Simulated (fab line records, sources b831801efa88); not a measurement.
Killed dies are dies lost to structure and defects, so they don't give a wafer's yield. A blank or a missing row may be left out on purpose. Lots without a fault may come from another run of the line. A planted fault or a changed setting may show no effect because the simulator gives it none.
Chamber matching | flow gf180mcu | GF_STI_CMP_25 on cmp-01: 4 sister chambers
The step polishes, stops on Si3N4, t overpolish 33 s, target thk 524.6 nm. 8 wafers are shown with their chamber, then 11 later ones without.

WAFERS WITH THEIR CHAMBER
wafer  | chamber | motor_current_A (A) | overpolish_run_s (s)
L083.3 | 2       | 13.5                | 33.018
L083.6 | 1       | 13.8                | 33.009
L085.1 | 3       | 12.2                | 32.986
L085.4 | 1       | 14.5                | 32.996
L086.1 | 3       | 12.8                | 33.010
L086.2 | 2       | 13.3                | 32.998
L086.3 | 0       | 14.5                | 33.002
L088.4 | 0       | 13.4                | 33.005

WAFERS WITHOUT THEIR CHAMBER
wafer  | motor_current_A (A) | overpolish_run_s (s)
L088.5 | 14.0                | 33.015
L088.6 | 13.8                | 32.989
L089.3 | 13.6                | 32.999
L089.4 | 11.8                | 33.011
L089.6 | 12.6                | 32.977
L092.3 | 13.6                | 32.996
L092.4 | 13.9                | 33.002
L092.6 | 12.4                | 33.014
L093.1 | 14.3                | 33.011
L093.5 | 13.8                | 33.002
L093.6 | 12.5                | 33.000

WHICH CHAMBER EACH WENT THROUGH
wafer  | from the rows above               | in truth
L088.5 | can't be placed: 0 or 1 or 2      | 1
L088.6 | can't be placed: 0 or 1 or 2 or 3 | 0
L089.3 | can't be placed: 0 or 2 or 1 or 3 | 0
L089.4 | can't be placed: 3 or 2           | 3
L089.6 | can't be placed: 3 or 2 or 0 or 1 | 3
L092.3 | can't be placed: 0 or 2 or 1 or 3 | 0
L092.4 | can't be placed: 0 or 1 or 2      | 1
L092.6 | can't be placed: 3 or 2 or 0      | 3
L093.1 | can't be placed: 1 or 0 or 2      | 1
L093.5 | can't be placed: 0 or 1 or 2      | 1
L093.6 | can't be placed: 3 or 2           | 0
Placed correctly: 0 of 11. Can't be placed from these rows: 11 (the true chamber is among the candidates in 10). Placed wrongly: 0.
How it was worked out, from the rows above alone: a wafer's distance from a chamber is the root of the sum, over the readings, of the square of ((its reading less the chamber's mean) divided by the reading's scatter). The wafer belongs to the nearest chamber; if the next one is less than 2 further off, it can't be placed. A chamber's mean is the mean of its shown wafers. The scatter: the root of (the sum of the squares of (reading less its chamber's mean) over the shown wafers, divided by (wafers less chambers)).
